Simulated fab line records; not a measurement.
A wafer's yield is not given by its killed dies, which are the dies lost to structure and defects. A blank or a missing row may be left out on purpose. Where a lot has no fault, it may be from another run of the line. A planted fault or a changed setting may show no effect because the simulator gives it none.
Chamber matching || flow sky130 || SKY_FIELD_ISO_CMP_27 on cmp-02 has 4 sister chambers
The step polishes, stops on Si3N4, t overpolish 16 s, target thk 457.8 nm. 4 wafers are shown with their chamber, then 7 later ones without.

## WAFERS WITH THEIR CHAMBER
{"wafer": "L939.5", "chamber": 0, "motorCurrentA (A)": 12.4}
{"wafer": "L940.6", "chamber": 2, "motorCurrentA (A)": 12.4}
{"wafer": "L942.1", "chamber": 1, "motorCurrentA (A)": 12.5}
{"wafer": "L942.3", "chamber": 3, "motorCurrentA (A)": 11.5}

## WAFERS WITHOUT THEIR CHAMBER
{"wafer": "L942.6", "motorCurrentA (A)": 12.7}
{"wafer": "L943.4", "motorCurrentA (A)": 12.7}
{"wafer": "L943.5", "motorCurrentA (A)": 11.5}
{"wafer": "L943.6", "motorCurrentA (A)": 12.4}
{"wafer": "L946.1", "motorCurrentA (A)": 11.3}
{"wafer": "L946.4", "motorCurrentA (A)": 11.7}
{"wafer": "L946.5", "motorCurrentA (A)": 11.6}

## WHICH CHAMBER EACH ONE RAN IN
{"wafer": "L942.6", "from the rows above": "can't be placed: 1 or 0 or 2", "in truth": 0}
{"wafer": "L943.4", "from the rows above": "can't be placed: 1 or 0 or 2", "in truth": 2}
{"wafer": "L943.5", "from the rows above": 3, "in truth": 3}
{"wafer": "L943.6", "from the rows above": "can't be placed: 0 or 2 or 1", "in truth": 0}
{"wafer": "L946.1", "from the rows above": 3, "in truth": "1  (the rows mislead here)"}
{"wafer": "L946.4", "from the rows above": 3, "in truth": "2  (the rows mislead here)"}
{"wafer": "L946.5", "from the rows above": 3, "in truth": 3}
2 of 7 placed correctly. From these rows, 3 cannot be placed; in 3 the true chamber is one of the candidates. Number placed wrongly: 2.
How it was worked out, from the rows above alone: a wafer's distance from a chamber is the root of the sum, over the readings, of the square of ((its reading less the chamber's mean) divided by the reading's scatter). The wafer belongs to the nearest chamber; if the next one is less than 2 further off, it can't be placed. Each chamber's mean is taken over the wafers shown for it. The scatter: root of mean squared gap, hidden wafer to nearest shown wafer, with one shown wafer a chamber.
